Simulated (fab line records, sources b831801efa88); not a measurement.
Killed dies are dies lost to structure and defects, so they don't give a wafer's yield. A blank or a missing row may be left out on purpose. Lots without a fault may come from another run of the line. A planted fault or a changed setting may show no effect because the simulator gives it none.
A struck lot beside a sound one | flow sfq_line | 14 steps out of a route of 325
Sound: wafers L421.1, L421.5, L421.6. Struck: wafer L431.4. (L431.1, L431.5 of the same lot were not struck and are left out.) The cause comes at the end.
At each step with rows: each side's tool, then ch and its chambers, then its first start. Under that, the readings that differ: sound wafers | struck wafers | difference of the means | sigmas: that difference in standard deviations of wafers without a fault.
alike: readings whose means differ by less than 2 such deviations, and words and numbers that are the same on both sides. not compared: withheld readings, readings that some wafer has no value for, bounds like >300 that may hide the same value, and numbers for which the record gives no deviation and whose values overlap.
The two part at a step that has a row with sigmas, a row that says differs or no value, or rows on one side only. Numbers that don't overlap but have no deviation are shown without sigmas and don't part them. A reading that every wafer of one side lacks parts them only if that side has two wafers or more.

SFQ_TRILAYER_JJ_CE_ETCH_RIE_118: chemistry SF6, target Nb, stops on Al2O3, time 97.7 s, target depth 170 nm.
  sound on rie_metal-02 ch 0,1, day 51 01:31; struck on rie_metal-02 ch 1, day 63 03:13
  alike: drypump_motor_current_A, oes_product_au
  not compared: rf_hours_counter_h
then, 1 step without rows for these wafers: SFQ_TRILAYER_JJ_ANODIZE_ANODIZE_119.
SFQ_TRILAYER_JJ_CE_STRIP_STRIP_120: strips in O2.
  sound on rie_metal-03 ch 0,1, day 51 02:07; struck on rie_metal-02 ch 0, day 63 03:50
  reading               | sound             | struck | difference | sigmas
  oes_product_au (a.u.) | 0.996 1.014 0.985 | 1.031  | +0.033     | +3
  alike: drypump_motor_current_A
  not compared: rf_hours_counter_h
then, 7 steps without rows for these wafers: SFQ_TRILAYER_JJ_CE_STRIP_SOLV_CLEAN_121 (cleans in NMP, time 600 s); SFQ_TRILAYER_M5_LITHO_COAT_128 (resist thk 62 nm); SFQ_TRILAYER_M5_LITHO_COAT_123 (resist thk 600 nm); SFQ_TRILAYER_M5_LITHO_SOFTBAKE_127; SFQ_TRILAYER_M5_LITHO_EXPOSE_124 (exposes mask M5, target cd 700 nm); SFQ_TRILAYER_M5_LITHO_PEB_126 (peb time 60 s); SFQ_TRILAYER_M5_LITHO_DEVELOP_125 (time 60 s).
-- the record jumps here: 4 days lie between the struck wafers' starts before and after --
SFQ_M5_OVL_MEAS_932:
  sound on overlay-02, day 51 08:43; struck on overlay-02, day 67 11:48
  alike: M5_OVL
SFQ_TRILAYER_M5_BARC_OPEN_METAL_ETCH_161: etches BARC in O2, target depth 125 nm, time 41.7 s.
  sound on rie_metal-03 ch 0,1, day 51 08:45; struck on rie_metal-04 ch 0, day 67 11:50
  alike: bias_w, drypump_motor_current_A, oes_product_au
  not compared: rf_hours_counter_h
SFQ_TRILAYER_M5_ETCH_METAL_ETCH_126: etches Nb in Cl2/BCl3, stops on SiO2, time 203.2 s, target depth 265 nm.
  sound on rie_metal-03 ch 0,1, day 51 08:49; struck on rie_metal-04 ch 0, day 67 11:53
  reading                                             | sound             | struck | difference | sigmas
  bias_w (W)                                          | 79.69 79.79 79.69 | 86.13  | +6.41      | +28
  model.KrF_of_TRILAYER_M5_LITHO_COAT_123.thk_nm (nm) | 375 372.6 375.5   | 366.5  | -7.9       |
  alike: drypump_motor_current_A, oes_product_au
  not compared: rf_hours_counter_h
SFQ_TRILAYER_M5_STRIP_STRIP_127: strips in O2.
  sound on rie_metal-03 ch 0,1, day 51 09:01; struck on rie_metal-04 ch 0, day 67 12:05
  alike: drypump_motor_current_A, oes_product_au
  not compared: rf_hours_counter_h

WHERE THEY PART
First at SFQ_TRILAYER_JJ_CE_STRIP_STRIP_120; last, within this record, at SFQ_TRILAYER_M5_ETCH_METAL_ETCH_126. Later steps at which nothing parts them and some readings are alike: SFQ_TRILAYER_M5_STRIP_STRIP_127.

WHY: what the simulator had put in
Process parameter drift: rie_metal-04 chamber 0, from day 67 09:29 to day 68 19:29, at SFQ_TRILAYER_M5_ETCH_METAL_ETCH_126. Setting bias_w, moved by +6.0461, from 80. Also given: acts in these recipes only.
